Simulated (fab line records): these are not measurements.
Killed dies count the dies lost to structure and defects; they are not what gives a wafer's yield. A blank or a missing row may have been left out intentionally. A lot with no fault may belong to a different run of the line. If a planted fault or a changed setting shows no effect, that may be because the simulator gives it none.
Lot-split experiment ; flow sky130 ; 5 lots, 23 wafers read, on a route of 708 steps

## THE SPLIT ITSELF
At SKY_VIA2_CMP_02 (polishes SiO2), the setting leaveAboveRefNm was moved away from the recipe's 495 nm on 7 of the 23 wafers read, by -3.2% to +3.6%. For the rest of the wafers, this setting stayed at what the recipe calls for.

## THE PATH FROM SPLIT TO READING: the file shows 1 step between them
- SKY_VIA2_ETCH_14: etches BARC in N2/H2, stops on SiO2, time 45.9 s, target depth 60 nm (also split here: sourceW)

## THE READING
oesProductAu, in a.u., at SKY_VIA2_ETCH_15 (etches SiO2 in C4F8/O2/Ar, stops on TiN, target depth 546 nm, time 84 s). Fault-free wafers of this fab line usually give 0.939 a.u., standard deviation 0.0044 a.u.

wafer;tool, chamber at the split;leaveAboveRefNm as run, nm;against the recipe;oesProductAu, a.u.;against lot-mates on the recipe
L079.1;cmp-02, 2;495;recipe;0.947;-
L079.2;cmp-02, 3;495;recipe;0.940;-
L079.3;cmp-02, 1;495;recipe;0.941;-
L079.4;cmp-02, 0;479.2;-3.2%;0.914;-0.029
L079.6;cmp-02, 1;479.2;-3.2%;0.924;-0.019
L080.1;cmp-02, 2;513;+3.6%;0.955;+0.017
L080.2;cmp-02, 3;495;recipe;0.937;-
L080.4;cmp-02, 0;495;recipe;0.938;-
L080.5;cmp-02, 2;513;+3.6%;0.963;+0.025
L080.6;cmp-02, 3;513;+3.6%;0.964;+0.026
L081.1;cmp-02, 2;495;recipe;0.938;-
L081.2;cmp-02, 3;495;recipe;0.938;-
L081.3;cmp-02, 0;495;recipe;0.935;-
L084.2;cmp-02, 2;495;recipe;0.940;-
L084.3;cmp-02, 1;485.5;-1.9%;0.932;-0.006
L084.4;cmp-02, 3;485.5;-1.9%;0.926;-0.012
L084.5;cmp-02, 1;495;recipe;0.937;-
L084.6;cmp-02, 0;495;recipe;0.936;-
L085.1;cmp-01, 1;495;recipe;0.930;-
L085.2;cmp-01, 0;495;recipe;0.941;-
L085.3;cmp-01, 3;495;recipe;0.939;-
L085.5;cmp-01, 3;495;recipe;0.939;-
L085.6;cmp-01, 0;495;recipe;0.942;-

FIT RESULTS
A straight line over all 23 wafers: oesProductAu changes by +0.00597 a.u. for each +1% of leaveAboveRefNm; r = +0.94; the points scatter about the line by 0.0039 a.u.
The same after taking each lot's own level away (the mean of its wafers on the recipe; 23 wafers): +0.00648 a.u. for each +1%; r = +0.95; scatter 0.0038 a.u.
The reading moves by 0.024 a.u. for the largest change in leaveAboveRefNm, on that fit.
The lots' own levels span 0.9370 to 0.9427 a.u., that is 1.3 times the standard deviation above.
The two slopes agree, so the slope changes little with the lot-to-lot level.
Check: +0.0255 a.u. against its lot-mates is what the line predicts for one of the wafers moved furthest among these (+3.6%) when that wafer is left out of the fit. Against them it came out at +0.0175 a.u.

## ADDITIONAL SPLITS CARRIED BY THESE WAFERS
Other splits were also applied to these wafers ahead of the reading. Each is held against what the fit with the lots' levels taken away leaves over:
other split on the same wafers;wafers away from the commonest value;r with oesProductAu (lot level and that fit taken away)
SKY_LOCAL_INTERCONNECT_ETCH_13 timeS;11;+0.12
SKY_METAL1_SPUTTER_03 powerW;6;-0.42
SKY_METAL1_COAT_10 resistThkNm;8;+0.09
SKY_METAL1_DEVELOP_14 developTimeS;12;+0.17
SKY_VIA1_HDPCVD_00 timeS;4;-0.25
SKY_VIA1_SPUTTER_20 chamberPressurePa;10;-0.02
SKY_METAL2_SPUTTER_04 timeS;6;-0.25
SKY_VIA2_ETCH_14 sourceW;5;+0.14

## THE WHOLE CHAIN: every reading that the file lists as answering this split, in the file's order
step;what it does;reading;change (the file's fit);r (the file's)
SKY_VIA2_CMP_02;polishes SiO2;SiO2_of_VIA2_HDPCVD_00.thkNm (the simulator's own value, which no gauge read);+5.07 nm for each +1% of the setting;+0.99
SKY_VIA2_ETCH_15;etches SiO2 in C4F8/O2/Ar, stops on TiN, target depth 546 nm, time 84 s;oesProductAu;+0.00656 a.u. for each +1% of the setting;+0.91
SKY_VIA2_ETCH_15;etches SiO2 in C4F8/O2/Ar, stops on TiN, target depth 546 nm, time 84 s;VIA2.featureDepthNm (the simulator's own value, which no gauge read);+5.07 nm for each +1% of the setting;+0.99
SKY_VIA2_CMP_24;polishes, stops on SiO2, t overpolish 20 s, target thk 0 nm;SiO2_of_VIA2_HDPCVD_00.thkNm (the simulator's own value, which no gauge read);+5.21 nm for each +1% of the setting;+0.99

## FILE'S OWN FIT
oesProductAu changes by +0.00656 a.u. for each +1% of leaveAboveRefNm, r = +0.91.
